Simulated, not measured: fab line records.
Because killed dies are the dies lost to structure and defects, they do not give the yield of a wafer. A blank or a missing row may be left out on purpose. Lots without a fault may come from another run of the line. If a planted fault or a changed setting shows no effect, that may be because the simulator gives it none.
The tool behind it: which one? + flow sky130 + 13 lots with 39 wafers sampled at 5 steps, on a route of 708 steps

## WHAT THE GAUGES SHOWED, per wafer
SKY_SONOS_TUNNEL_TW_MEAS_12.
| lot  | measured     | on            | SONOS_TUNNEL_TW   |
|------|--------------|---------------|-------------------|
| L307 | day 10 23:44 | film_metro-02 | 197.3 198.5 197.0 |
| L308 | day 11 04:22 | film_metro-03 | 195.7 196.1 195.7 |
| L310 | day 11 21:01 | film_metro-03 | 196.8 194.0 196.3 |
| L311 | day 12 04:46 | film_metro-03 | 196.4 196.8 196.0 |
| L312 | day 12 19:43 | film_metro-02 | 197.8 197.7 196.4 |
| L314 | day 13 09:56 | film_metro-02 | 196.1 196.3 198.1 |
| L316 | day 14 01:17 | film_metro-02 | 199.7 197.8 197.3 |
| L317 | day 14 11:51 | film_metro-02 | 197.9 198.0 197.7 |
| L318 | day 14 19:20 | film_metro-02 | 198.4 197.8 198.8 |
| L319 | day 14 21:39 | film_metro-03 | 196.1 195.2 195.3 |
| L320 | day 15 10:38 | film_metro-02 | 196.6 198.3 196.8 |
| L321 | day 16 01:52 | film_metro-01 | 192.9 193.6 192.3 |
| L322 | day 16 04:26 | film_metro-03 | 196.4 196.1 195.8 |

SKY_LDD_N_TW_MEAS_17.
| lot  | measured     | on            | LDD_N_TW       |
|------|--------------|---------------|----------------|
| L307 | day 17 04:52 | film_metro-03 | 2585 2557 2570 |
| L308 | day 17 09:14 | film_metro-02 | 2601 2585 2601 |
| L310 | day 18 06:58 | film_metro-03 | 2569 2587 2584 |
| L311 | day 18 14:49 | film_metro-02 | 2586 2594 2602 |
| L312 | day 19 09:51 | film_metro-02 | 2570 2570 2570 |
| L314 | day 20 01:16 | film_metro-03 | 2565 2563 2569 |
| L316 | day 20 16:46 | film_metro-03 | 2559 2569 2578 |
| L317 | day 21 07:19 | film_metro-02 | 2571 2590 2598 |
| L318 | day 21 22:52 | film_metro-02 | 2554 2524 2553 |
| L319 | day 21 21:04 | film_metro-04 | 2614 2615 2618 |
| L320 | day 22 08:01 | film_metro-02 | 2541 2541 2533 |
| L321 | day 22 23:17 | film_metro-04 | 2563 2565 2540 |
| L322 | day 23 03:00 | film_metro-04 | 2555 2569 2555 |

SKY_LDD_HVN_OVL_MEAS_07.
| lot  | measured     | on         | LDD_HVN_OVL (nm) |
|------|--------------|------------|------------------|
| L307 | day 19 16:29 | overlay-01 | -0.1 1.6 0.2     |
| L308 | day 19 20:55 | overlay-01 | 4.4 0.9 3.3      |
| L310 | day 20 19:23 | overlay-02 | -1.7 0.2 -0.2    |
| L311 | day 21 03:23 | overlay-01 | 0.0 1.7 0.5      |
| L312 | day 21 23:04 | overlay-01 | -1.1 0.9 0.6     |
| L314 | day 22 13:25 | overlay-01 | 1.1 1.6 2.6      |
| L316 | day 23 05:40 | overlay-01 | 0.1 0.7 1.1      |
| L317 | day 23 19:14 | overlay-02 | -0.2 0.2 1.6     |
| L318 | day 24 10:26 | overlay-02 | 0.0 -0.7 -0.7    |
| L319 | day 24 07:28 | overlay-01 | 0.6 1.8 0.8      |
| L320 | day 24 20:13 | overlay-01 | 1.3 0.2 1.3      |
| L321 | day 25 10:37 | overlay-02 | -1.3 0.0 0.1     |
| L322 | day 25 14:07 | overlay-01 | -0.5 0.5 -0.3    |

## TOOL THAT RAN EACH LOT (tool first, then ch and the chambers of the sampled wafers, then the start)
| lot  | SKY_LDD_N_IMPLANT_10            | SKY_LDD_N_STRIP_16                   |
|------|---------------------------------|--------------------------------------|
| L307 | implanter-03 ch 0, day 17 03:52 | plasma_asher-04 ch 0,1, day 17 04:46 |
| L308 | implanter-04 ch 0, day 17 08:16 | plasma_asher-04 ch 0,1, day 17 09:08 |
| L310 | implanter-03 ch 0, day 18 05:58 | plasma_asher-01 ch 0,1, day 18 06:51 |
| L311 | implanter-04 ch 0, day 18 13:49 | plasma_asher-04 ch 0,1, day 18 14:43 |
| L312 | implanter-04 ch 0, day 19 08:51 | plasma_asher-01 ch 1, day 19 09:45   |
| L314 | implanter-01 ch 0, day 20 00:17 | plasma_asher-01 ch 0,1, day 20 01:10 |
| L316 | implanter-01 ch 0, day 20 15:46 | plasma_asher-01 ch 0,1, day 20 16:40 |
| L317 | implanter-01 ch 0, day 21 06:19 | plasma_asher-02 ch 0,1, day 21 07:13 |
| L318 | implanter-01 ch 0, day 21 21:52 | plasma_asher-01 ch 0,1, day 21 22:46 |
| L319 | implanter-04 ch 0, day 21 20:04 | plasma_asher-01 ch 0,1, day 21 20:57 |
| L320 | implanter-01 ch 0, day 22 07:01 | plasma_asher-02 ch 1, day 22 07:55   |
| L321 | implanter-04 ch 0, day 22 22:20 | plasma_asher-01 ch 0,1, day 22 23:12 |
| L322 | implanter-04 ch 0, day 23 02:00 | plasma_asher-01 ch 0,1, day 23 02:54 |
- SKY_LDD_N_IMPLANT_10
- SKY_LDD_N_STRIP_16: strips in O2/N2.

## WHAT THE TOOLS THEMSELVES READ (means of the sampled wafers that have a number; where no wafer has one, the mark that the record gives instead)
SKY_LDD_N_STRIP_16.
| lot  | tool            | chamber_pressure_mTorr (mTorr) | drypump_motor_current_A (A) | oes_product_au (a.u.) | strip_time_to_endpoint_s (s) |
|------|-----------------|--------------------------------|-----------------------------|-----------------------|------------------------------|
| L307 | plasma_asher-04 | 1500.4                         | 5.9                         | 0.407                 | 4.301                        |
| L308 | plasma_asher-04 | 1501.0                         | 5.8                         | 0.407                 | 4.349                        |
| L310 | plasma_asher-01 | 1498.8                         | 5.5                         | 0.407                 | 4.302                        |
| L311 | plasma_asher-04 | 1500.0                         | 5.9                         | 0.408                 | 4.326                        |
| L312 | plasma_asher-01 | 1499.5                         | 5.7                         | 0.405                 | 4.315                        |
| L314 | plasma_asher-01 | 1499.0                         | 5.5                         | 0.407                 | 4.351                        |
| L316 | plasma_asher-01 | 1499.2                         | 5.3                         | 0.407                 | 4.355                        |
| L317 | plasma_asher-02 | 1499.4                         | 6.1                         | 0.402                 | 4.313                        |
| L318 | plasma_asher-01 | 1500.7                         | 5.5                         | 0.408                 | 4.213                        |
| L319 | plasma_asher-01 | 1499.5                         | 5.3                         | 0.407                 | 4.293                        |
| L320 | plasma_asher-02 | 1500.1                         | 5.7                         | 0.408                 | 4.230                        |
| L321 | plasma_asher-01 | 1499.9                         | 5.2                         | 0.408                 | 4.232                        |
| L322 | plasma_asher-01 | 1499.2                         | 5.5                         | 0.411                 | 4.234                        |

## THE ANSWER, worked out from the rows above alone
Rule: the lots themselves supply what counts as usual. Put in order of their means at a reading, lots are off if they are a third of the lots or fewer, leave a main group of 4 or more, and stand apart from it by a gap of 3 or more times the standard deviation of the main group's means; of several such gaps the widest counts. A main group is skipped when, at the precision printed for the reading in the tables above, its means are all equal. A lot without any number at a reading at which 4 lots or more have one is off too. Where the step has rows for the other lots, those lots are counted as sound. The gauges are gone through in route order, then the tools' own readings, and for those a lot's mean is taken as printed above. At the first step where some lot is off, the reading lying furthest off is the one used; lots without a number count as furthest.
Across all readings shown, no lot is off: no conclusion can be drawn from this.

## WHAT THE SIMULATOR HAD PUT IN
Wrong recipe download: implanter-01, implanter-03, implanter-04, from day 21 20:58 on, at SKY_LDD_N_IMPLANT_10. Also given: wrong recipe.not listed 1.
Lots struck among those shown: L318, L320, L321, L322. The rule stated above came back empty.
